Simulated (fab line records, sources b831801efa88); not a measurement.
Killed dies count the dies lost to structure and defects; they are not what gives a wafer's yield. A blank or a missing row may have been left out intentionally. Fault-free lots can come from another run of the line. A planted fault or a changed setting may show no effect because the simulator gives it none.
fab line records | flow sky130 | part 2 of 2: steps 37 to 47 of 47
record lots=5 | wafers=15 | last-day=50
route steps=708 shown VT_ADJUST_PCH@144 SONOS_TUNNEL@154 SONOS_ONO@168 GATE_OXIDE@187
lots with no fault: from the same line, run without faults
start-h: the number of hours between the record's first day and the start of the first shown wafer of the lot | wait-h: hours elapsed since this lot's preceding step | " the same as in the row above | L1.1+2: a single row standing in for several wafers | - no value, or no start given | * or withheld: withheld | < > ~ a bound
route shown NAME@n: NAME is a module with steps in the file, n the number in the route of the first one | usual: the fault-free wafers' mean and standard deviation | same: alike in all rows | chamber/n: place in a boat | sites: readings site by site | _std_site: standard deviation across them | _edge_site: the outer-site mean with the inner-site mean subtracted | radius-mm: how far each site lies from the wafer's centre | mask NAME#n: copy n | behind: the last tool/chamber to shape the wafer | hold: the reason the lot was held/the length of the hold in hours/how it ended | device: whichever transistor did not switch (one of n, p or np) | end of line: the tests these same wafers got at the end of their route | where a step has no rows: the recipe by itself | killed: dies lost to structure and defects at the first sort, not the wafer's yield | map: a wafer's dies, marking killed ones x, the rest . and places with no die _
set.NAME: the setting that was run; set.NAME@STEP: the one run at that earlier step | model.NAME: the simulator's own value behind a step, which no gauge read
certain route steps with their lots: each step a table, each wafer a row
services: the hour from which a tool's chamber was out of use, counted from the record's first day as start-h (under 0 if before that day), plus the number of hours and why
## steps
# step SKY_SONOS_ONO_DEVELOP_12
# recipe develop-time-s=60 | dev-temp-c=23
lot.wafer  | tool           | chamber | start-h | wait-h
L076.2+3+6 | litho-track-01 | 0       | 288.74  | 0.1
L081.1+3+5 | litho-track-01 | 0       | 338.37  | 0.1
L087.1+2+3 | litho-track-02 | 0       | 380.81  | 0.1
L092.1+5+6 | litho-track-02 | 0       | 426.36  | 0.1
L094.2+3+6 | litho-track-01 | 0       | 464.54  | 0.1
# step SKY_SONOS_ONO_CD_MEAS_13
# recipe target-cd-nm=410
# usual cd-nm=410.0/2.1
lot.wafer | tool      | chamber | start-h | wait-h | cd-nm
L076.2    | cd-sem-02 | -       | 288.89  | 0.1    | 412.2
L076.3    | "         | -       | "       | "      | 409.9
L076.6    | "         | -       | "       | "      | 409.8
L081.1    | cd-sem-01 | -       | 338.52  | 0.1    | 412.0
L081.3    | "         | -       | "       | "      | 412.0
L081.5    | "         | -       | "       | "      | 411.3
L087.1    | cd-sem-01 | -       | 380.96  | 0.1    | 409.7
L087.2    | "         | -       | "       | "      | 409.7
L087.3    | "         | -       | "       | "      | 410.0
L092.1    | cd-sem-01 | -       | 426.66  | 0.3    | 409.9
L092.5    | "         | -       | "       | "      | 412.9
L092.6    | "         | -       | "       | "      | 413.6
L094.2    | cd-sem-02 | -       | 464.69  | 0.1    | 411.3
L094.3    | "         | -       | "       | "      | 409.9
L094.6    | "         | -       | "       | "      | 409.7
# step SKY_SONOS_ONO_OVL_MEAS_14
# usual SONOS_ONO_OVL=0.6/1.4
lot.wafer | tool       | chamber | start-h | wait-h | SONOS_ONO_OVL[nm]
L076.2    | overlay-01 | -       | 289.00  | 0.1    | 0.3
L076.3    | "          | -       | "       | "      | 1.7
L076.6    | "          | -       | "       | "      | 0.3
L081.1    | overlay-01 | -       | 338.64  | 0.1    | 1.2
L081.3    | "          | -       | "       | "      | 1.0
L081.5    | "          | -       | "       | "      | 3.0
L087.1    | overlay-01 | -       | 381.08  | 0.1    | -0.9
L087.2    | "          | -       | "       | "      | -0.1
L087.3    | "          | -       | "       | "      | -0.7
L092.1    | overlay-02 | -       | 426.78  | 0.1    | 0.8
L092.5    | "          | -       | "       | "      | 1.3
L092.6    | "          | -       | "       | "      | 2.4
L094.2    | overlay-01 | -       | 464.80  | 0.1    | 0.2
L094.3    | "          | -       | "       | "      | 2.2
L094.6    | "          | -       | "       | "      | 1.8
# step SKY_SONOS_ONO_ETCH_15
# recipe target-depth-nm=19.52 | chemistry=CHF3/O2 | source-w=600 | bias-w=200 | pressure-mtorr=40 | chf3-flow-sccm=50 | O2_flow_sccm=5 | time-s=7.8
# usual drypump-motor-current-A=5.5/0.4 | oes-product-au=1.001/0.017 | rf-fwd-power-W=589/3.4 | throttle-valve-pct=8.825/0.01
lot.wafer | tool        | chamber | start-h | wait-h | drypump-motor-current-A | oes-product-au | rf-fwd-power-W | rf-hours-counter-h | throttle-valve-pct
L076.2    | rie-diel-04 | 1       | 289.03  | 0.0    | 5.3                     | 1.018          | 590            | 126                | 8.838
L076.3    | "           | 2       | "       | "      | 5.2                     | 1.005          | 586            | 87                 | 8.812
L076.6    | "           | 2       | "       | "      | 5.2                     | 1.007          | 585            | -                  | 8.821
L081.1    | rie-diel-02 | 3       | 338.68  | 0.0    | 5.7                     | 1.025          | 586            | 105                | 8.824
L081.3    | "           | 1       | "       | "      | 5.2                     | 1.001          | 589            | 50                 | 8.833
L081.5    | "           | 1       | "       | "      | 5.2                     | 1.007          | 588            | -                  | 8.832
L087.1    | rie-diel-04 | 3       | 381.12  | 0.0    | 5.3                     | 1.009          | 591            | 7                  | 8.841
L087.2    | "           | 0       | "       | "      | 5.9                     | 0.985          | 590            | 8                  | 8.807
L087.3    | "           | 2       | "       | "      | 5.2                     | 1.002          | 585            | 88                 | 8.816
L092.1    | rie-diel-01 | 0       | 426.82  | 0.0    | 5.5                     | 1.013          | 589            | 59                 | 8.833
L092.5    | "           | 2       | "       | "      | 5.4                     | 0.984          | 585            | -                  | 8.830
L092.6    | "           | 1       | "       | "      | 5.0                     | 0.971          | 587            | -                  | 8.820
L094.2    | rie-diel-04 | 0       | 464.83  | 0.0    | 5.9                     | 0.979          | 593            | 9                  | 8.821
L094.3    | "           | 2       | "       | "      | 5.2                     | 1.000          | 588            | 90                 | 8.836
L094.6    | "           | 3       | "       | "      | 5.3                     | 1.010          | 594            | -                  | 8.829
# step SKY_SONOS_ONO_WET_ETCH_16
# recipe chemistry=dHF | target-depth-nm=14 | dry=n2-spin | target=SiO2 | dilution=100:1 | temp-c=25 | time-s=280
lot.wafer  | tool         | chamber | start-h | wait-h
L076.2+3+6 | wet-bench-04 | 2       | 289.05  | 0.0
L081.1+3+5 | wet-bench-04 | 0       | 338.70  | 0.0
L087.1+2+3 | wet-bench-02 | 2       | 381.14  | 0.0
L092.1+5+6 | wet-bench-04 | 1       | 426.84  | 0.0
L094.2+3+6 | wet-bench-03 | 2       | 464.85  | 0.0
# step SKY_SONOS_ONO_STRIP_17
# recipe chemistry=O2/N2 | power-w=1400 | pressure-mtorr=1500 | platen-temp-c=withheld | o2-flow-sccm=3000 | n2-flow-sccm=300 | overash-fraction=0.5
# usual drypump-motor-current-A=5.7/0.47 | oes-product-au=0.710/0.0047 | strip-time-to-endpoint-s=14.11/0.052
lot.wafer | tool            | chamber | start-h | wait-h | drypump-motor-current-A | oes-product-au | rf-hours-counter-h | strip-time-to-endpoint-s
L076.2    | plasma-asher-01 | 1       | 289.14  | 0.0    | 4.9                     | 0.704          | 61                 | 14.10
L076.3    | "               | 1       | "       | "      | 4.9                     | 0.710          | -                  | 14.13
L076.6    | "               | 0       | "       | "      | 5.7                     | 0.707          | -                  | 14.13
L081.1    | plasma-asher-02 | 0       | 338.78  | 0.0    | 5.7                     | 0.711          | 65                 | 14.03
L081.3    | "               | 1       | "       | "      | 5.8                     | 0.704          | -                  | 14.07
L081.5    | "               | 0       | "       | "      | 5.7                     | 0.711          | -                  | 14.08
L087.1    | plasma-asher-01 | 1       | 381.24  | 0.0    | 5.0                     | 0.707          | 70                 | 14.07
L087.2    | "               | 0       | "       | "      | 5.7                     | 0.711          | 70                 | 14.03
L087.3    | "               | 0       | "       | "      | 5.7                     | 0.713          | -                  | 14.04
L092.1    | plasma-asher-04 | 0       | 426.92  | 0.0    | 6.6                     | 0.719          | 60                 | 14.09
L092.5    | "               | 1       | "       | "      | 5.4                     | 0.717          | -                  | 14.09
L092.6    | "               | 0       | "       | "      | 6.6                     | 0.714          | -                  | 14.12
L094.2    | plasma-asher-04 | 0       | 464.93  | 0.0    | 6.6                     | 0.714          | 64                 | 14.15
L094.3    | "               | 0       | "       | "      | 6.6                     | 0.707          | -                  | 14.14
L094.6    | "               | 1       | "       | "      | 5.4                     | 0.706          | -                  | 14.15
# step SKY_SONOS_ONO_WET_ETCH_18
# recipe chemistry=H3PO4 | target-depth-nm=15 | target=Si3N4 | temp-c=160 | time-s=172
lot.wafer  | tool         | chamber | start-h | wait-h
L076.2+3+6 | wet-bench-03 | 3       | 289.24  | 0.1
L081.1+3+5 | wet-bench-03 | 3       | 338.88  | 0.1
L087.1+2+3 | wet-bench-04 | 3       | 381.34  | 0.1
L092.1+5+6 | wet-bench-04 | 1       | 427.02  | 0.1
L094.2+3+6 | wet-bench-04 | 1       | 465.03  | 0.1
# step SKY_GATE_OXIDE_CLEAN_00
# recipe chemistry=SC1/SC2 | mix=1:4:20 | temp-c=70 | time-s=150 | dry=n2-spin
lot.wafer  | tool         | chamber | start-h | wait-h
L076.2+3+6 | wet-bench-02 | 0       | 289.30  | 0.0
L081.1+3+5 | wet-bench-02 | 3       | 338.94  | 0.0
L087.1+2+3 | wet-bench-02 | 1       | 381.40  | 0.0
L092.1+5+6 | wet-bench-02 | 3       | 427.08  | 0.0
L094.2+3+6 | wet-bench-03 | 3       | 465.09  | 0.0
# step SKY_GATE_OXIDE_OXIDATION_01
# recipe temp-c=900 | ambient=O2 | stabilise-s=600 | purge-s=300 | target-thk-a=102.68 | ox-time-s=1473
lot.wafer  | tool       | chamber | start-h | wait-h
L076.2+3+6 | furnace-01 | 0       | 289.36  | 0.0
L081.1+3+5 | furnace-01 | 0       | 339.85  | 0.9
L087.1+2+3 | furnace-01 | 0       | 386.05  | 4.6
L092.1+5+6 | furnace-02 | 0       | 429.09  | 2.0
L094.2+3+6 | furnace-01 | 0       | 468.26  | 3.1
# step SKY_GATE_OXIDE_THK_MEAS_02
# recipe reads=SiO2_of_GATE_OXIDE_OXIDATION_01
# usual GATE_OXIDE_OXIDATION_00_THK=10.21/0.23
lot.wafer | tool          | chamber | start-h | wait-h | GATE_OXIDE_OXIDATION_00_THK[nm]
L076.2    | film-metro-04 | -       | 290.78  | 0.0    | 10.36
L076.3    | "             | -       | "       | "      | 10.07
L076.6    | "             | -       | "       | "      | 10.27
L081.1    | film-metro-02 | -       | 341.25  | 0.0    | 10.14
L081.3    | "             | -       | "       | "      | 10.19
L081.5    | "             | -       | "       | "      | 10.34
L087.1    | film-metro-04 | -       | 387.46  | 0.0    | 9.79
L087.2    | "             | -       | "       | "      | 9.99
L087.3    | "             | -       | "       | "      | 9.77
L092.1    | film-metro-03 | -       | 430.50  | 0.0    | 9.84
L092.5    | "             | -       | "       | "      | 9.86
L092.6    | "             | -       | "       | "      | 9.86
L094.2    | film-metro-03 | -       | 469.68  | 0.0    | 10.31
L094.3    | "             | -       | "       | "      | 10.28
L094.6    | "             | -       | "       | "      | 10.49
# step SKY_GATE_OXIDE_DEHYDRATE_03
# recipe temp-c=200 | time-s=60
lot.wafer  | tool           | chamber | start-h | wait-h
L076.2+3+6 | litho-track-04 | 0       | 302.24  | 11.4
L081.1+3+5 | litho-track-02 | 0       | 354.41  | 13.1
L087.1+2+3 | litho-track-02 | 0       | 401.31  | 13.8
L092.1+5+6 | litho-track-02 | 0       | 444.71  | 14.2
L094.2+3+6 | litho-track-04 | 0       | 485.04  | 15.4
## services
tool             | chamber | start-h | hours | kind
lpcvd-03         | -       | 201.41  | 1.5   | repair
furnace-01       | -       | 237.74  | 3.4   | pm
implanter-02     | -       | 243.47  | 4.9   | pm
iline-stepper-01 | -       | 252.66  | 1.7   | pm
wet-bench-04     | -       | 282.57  | 1.7   | repair
implanter-02     | -       | 284.78  | 3.5   | repair
iline-stepper-02 | -       | 289.56  | 9.1   | repair
lpcvd-03         | -       | 293.49  | 2.8   | pm
furnace-02       | -       | 306.24  | 3.1   | pm
iline-stepper-01 | -       | 318.97  | 2.1   | pm
implanter-02     | -       | 328.57  | 2.3   | repair
implanter-02     | -       | 355.50  | 4.1   | pm
iline-stepper-02 | -       | 361.34  | 1.7   | pm
furnace-01       | -       | 373.99  | 5.4   | pm
iline-stepper-02 | -       | 377.52  | 1.2   | repair
furnace-01       | -       | 388.64  | 3.1   | pm
iline-stepper-02 | -       | 391.74  | 4.7   | repair
plasma-asher-01  | -       | 402.99  | 1.4   | repair
lpcvd-03         | -       | 415.50  | 1.5   | repair
plasma-asher-01  | -       | 421.25  | 9.0   | pm
wet-bench-04     | -       | 442.98  | 4.8   | repair
iline-stepper-01 | -       | 444.58  | 1.2   | repair
implanter-02     | -       | 454.38  | 13.7  | pm
iline-stepper-01 | -       | 470.84  | 1.7   | pm
